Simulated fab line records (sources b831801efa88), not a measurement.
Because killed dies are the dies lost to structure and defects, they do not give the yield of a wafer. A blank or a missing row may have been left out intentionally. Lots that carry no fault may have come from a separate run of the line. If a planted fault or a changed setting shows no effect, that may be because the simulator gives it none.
A lot that was struck, set against a sound lot -- flow gf180mcu -- 19 out of 602 route steps
Sound: the wafers L865.1, L865.3, L865.4. Wafers L867.3, L867.4, L867.5 were the ones struck. The cause is given at the end.
Order at every step that has rows: each side's tool, ch and its chambers, its first start. Under that, the readings that differ: sound wafers -- struck wafers -- difference of the means -- sigmas: that difference in standard deviations of wafers without a fault.
alike: words and numbers the same on both sides, and readings whose means are apart by under 2 such deviations; not compared: readings that were withheld, readings missing a value for some wafer, numbers with overlapping values and no deviation given by the record, and bounds like >300 which may hide the same value.
Wherever a step has rows on one side only, a row that says differs or no value, or a row with sigmas, the two part there. Numbers that don't overlap but have no deviation are shown without sigmas and don't part them. A reading that every wafer of one side lacks parts them only if that side has two wafers or more.

first, 2 steps without rows for these wafers: GF_M5_CLEAN_13 (cleans in DIW); GF_V5_CVD_00 (deposits SiO2, target thk 300 nm, time 50 s).
GF_V5_THK_MEAS_01:
  sound on film metro-01 at day 29 09:52; struck on film metro-02 at day 30 02:50
reading,sound,struck,difference,sigmas
V5_CVD_00_THK (nm),293 294 300,303 303 302,+7,+2
GF_V5_CVD_02: deposits SiO2 from TEOS, target thk 1450 nm, time 163.28 s.
  sound on pecvd-04 ch 1,2, day 29 09:55; struck on pecvd-04 ch 0,1,2, day 30 02:52
  alike: heater power outer w, heater power w, susceptor temp C
GF_V5_THK_MEAS_03:
  sound on film metro-02 at day 29 10:01; struck on film metro-03 at day 30 02:59
  alike: V5_CVD_02_THK
GF_V5_CMP_04: polishes SiO2.
  sound on cmp-02 ch 0,1,2, day 29 10:09; struck on cmp-02 ch 0,1,2, day 30 03:02
  alike: motor current A, slurry filter dp kPa
GF_V5_BOW_MEAS_05:
  sound on film metro-03 at day 29 10:27; struck on film metro-03 at day 30 03:22
  alike: V5_BOW
then, 5 steps without rows for these wafers: GF_V5_DEHYDRATE_06 (time 60 s); GF_V5_HMDS_07 (prime time 60 s); GF_V5_COAT_08; GF_V5_COAT_09 (resist thk 1000 nm); GF_V5_SOFTBAKE_10 (time 60 s).
GF_V5_EXPOSE_11: exposes mask Via5, target cd 260 nm.
  sound on krf scanner-02 ch 0, day 29 20:11; struck on krf scanner-01 ch 0, day 30 12:22
reading,sound,struck,difference,sigmas
model.V5.overlay x nm (nm),-4.427 -4.427 -4.427,21.63 21.63 21.63,+26.06,
  alike: mask
then, 2 steps without rows for these wafers: GF_V5_PEB_12 (peb time 90 s); GF_V5_DEVELOP_13 (develop time 60 s).
GF_V5_CD_MEAS_14 targets a cd of 260 nm.
  sound on cd sem-01 at day 30 05:31; struck on cd sem-01 at day 30 21:11
  alike: cd nm
GF_V5_OVL_MEAS_15:
  sound on overlay-02 at day 30 05:38; struck on overlay-02 at day 30 21:28
reading,sound,struck,difference,sigmas
V5_OVL (nm),-9 -11 -8,16 14 13,+24,+5
  not compared: hold
GF_V5_ETCH_16: etches BARC in N2/H2.
  sound on rie diel-02 ch 0,2,3, day 30 05:40; struck on rie diel-04 ch 0,1, day 31 01:13
reading,sound,struck,difference,sigmas
hold,- - -,await dispo/3.7h/release await dispo/3.7h/release await dispo/3.7h/release,no value on the sound wafers,
  alike: drypump motor current A, oes product au, throttle valve pct
next, for these wafers, 1 step has no rows: GF_PASSIVATION_PROBE_99.

## WHERE THEY PART
Earliest at GF_V5_THK_MEAS_01; latest, in this record, at GF_V5_ETCH_16.

WHY: the cause the simulator had injected
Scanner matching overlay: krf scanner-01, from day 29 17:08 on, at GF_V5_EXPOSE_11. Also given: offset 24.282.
